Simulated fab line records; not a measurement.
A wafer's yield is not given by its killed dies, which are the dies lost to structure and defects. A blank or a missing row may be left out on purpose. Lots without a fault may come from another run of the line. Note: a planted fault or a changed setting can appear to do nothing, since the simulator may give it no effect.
A lot that was struck, set against a sound lot :: flow gf180mcu :: 31 out of 602 route steps
Sound: the wafers L386.2, L386.5, L386.6. The struck wafers were L383.2, L383.3, L383.4. The cause is named last.
Per side, at each step with rows, come the tool, then ch with its chambers, and then its first start. Under that, the readings that differ: sound wafers :: struck wafers :: difference of the means :: sigmas: that difference in standard deviations of wafers without a fault.
alike: words and numbers the same on both sides, and readings whose means are apart by under 2 such deviations; not compared: readings that were withheld, readings missing a value for some wafer, numbers with overlapping values and no deviation given by the record, and bounds like >300 which may hide the same value.
A row with sigmas, a row that says differs or no value, or rows on one side alone: a step with any of these is where the two part. Numbers that don't overlap but have no deviation are shown without sigmas and don't part them. A reading missing from all wafers of one side parts the sides only when that side holds two or more wafers.

first, 7 steps without rows for these wafers: GF_HV_LDD_DEHYDRATE_24 (time 60 s); GF_HV_LDD_HMDS_25 (prime time 60 s); GF_HV_LDD_COAT_26 (resist thk 1000 nm); GF_HV_LDD_SOFTBAKE_27 (time 60 s); GF_HV_LDD_EXPOSE_28 (exposes mask Nplus HV AREA, target cd 400 nm); GF_HV_LDD_PEB_29; GF_HV_LDD_DEVELOP_30 (develop time 60 s).
GF_HV_LDD_CD_MEAS_31 targets a cd of 400 nm.
  struck on cd sem-02, day 12 03:59; sound on cd sem-02, day 13 04:22
reading: cd nm (nm)
sound: 398.4 397.9 398.1
struck: 404.6 405.3 404.2
difference: +6.6
sigmas: +3
GF_HV_LDD_OVL_MEAS_32:
  struck on overlay-01, day 12 04:06; sound on overlay-02, day 13 04:29
  alike: HV_LDD_02_OVL
then, 3 steps without rows for these wafers: GF_HV_LDD_IMPLANT_33; GF_HV_LDD_IMPLANT_34; GF_HV_LDD_IMPLANT_35.
GF_HV_LDD_IMPLANT_36:
  struck on implanter-04, day 12 04:36; sound on implanter-01 ch 0, day 13 04:59
  no value came back on the struck wafers for beam energy keV, beam on s (s); on the sound wafers beam energy keV reads 60.004 59.978 59.983
GF_HV_LDD_STRIP_37: strips in O2/N2.
  sound on plasma asher-04 ch 0,1, day 13 05:07; struck on plasma asher-02 ch 0,1, day 12 04:44
reading: strip time to endpoint s (s)
sound: 12.69 12.71 12.71
struck: 12.62 12.61 12.60
difference: -0.09
sigmas: -3
  alike: drypump motor current A, heater power w, o2 flow sccm, oes product au
  not compared: rf hours counter h
GF_HV_LDD_TW_MEAS_38:
  struck on film metro-03, day 12 04:50; sound on film metro-04, day 13 05:13
reading: HV_LDD_3_TW
sound: 1425 1422 1429
struck: 1299 1307 1303
difference: -122
sigmas: -7
then, 7 steps without rows for these wafers: GF_HV_LDD_DEHYDRATE_39 (time 60 s); GF_HV_LDD_HMDS_40 (prime time 60 s); GF_HV_LDD_COAT_41 (resist thk 1000 nm); GF_HV_LDD_SOFTBAKE_42 (time 60 s); GF_HV_LDD_EXPOSE_43 (exposes mask Pplus HV AREA, target cd 400 nm); GF_HV_LDD_PEB_44; GF_HV_LDD_DEVELOP_45 (develop time 60 s).
GF_HV_LDD_CD_MEAS_46 targets a cd of 400 nm.
  struck on cd sem-01, day 13 00:18; sound on cd sem-02, day 14 01:22
  alike: cd nm
GF_HV_LDD_OVL_MEAS_47:
  struck on overlay-02, day 13 00:24; sound on overlay-01, day 14 01:29
  alike: HV_LDD_03_OVL
next, for these wafers, 1 step has no rows: GF_HV_LDD_IMPLANT_48.
GF_HV_LDD_STRIP_49: strips in O2/N2.
  sound on plasma asher-02 ch 0,1, day 14 01:40; struck on plasma asher-04 ch 0,1, day 13 00:35
  alike: drypump motor current A, heater power w, o2 flow sccm, oes product au, strip time to endpoint s
  not compared: rf hours counter h
GF_HV_LDD_TW_MEAS_50:
  struck on film metro-03, day 13 00:41; sound on film metro-03, day 14 01:46
  alike: HV_LDD_4_TW
then, 1 step without rows for these wafers: GF_HV_LDD_CLEAN_51 (cleans in SC1/SC2, time 150 s).
GF_HV_LDD_RTA_52: time 10 s.
  sound on rtp anneal-01 ch 0, day 14 01:53; struck on rtp anneal-01 ch 0, day 13 00:48
  alike: anneal temp c max, chamber o2 ppm, lamp power pct, wafer_temp_C_max
GF_HV_LDD_RS_MEAS_53: the measuring method here is four-point-probe.
  struck on film metro-04, day 13 00:53; sound on film metro-03, day 14 01:57
reading: HV_LDD_RS (ohm/sq)
sound: 417.0 416.7 418.0
struck: 438.0 437.6 438.2
difference: +20.7
sigmas: +24
then, 1 step without rows for these wafers: GF_HV_LDD_CVD_54 (deposits SiO2 from TEOS, target thk 10 nm, time 75 s).

WHERE THEY PART
Earliest at GF_HV_LDD_CD_MEAS_31; latest, in this record, at GF_HV_LDD_RS_MEAS_53.

WHY: the cause the simulator had injected
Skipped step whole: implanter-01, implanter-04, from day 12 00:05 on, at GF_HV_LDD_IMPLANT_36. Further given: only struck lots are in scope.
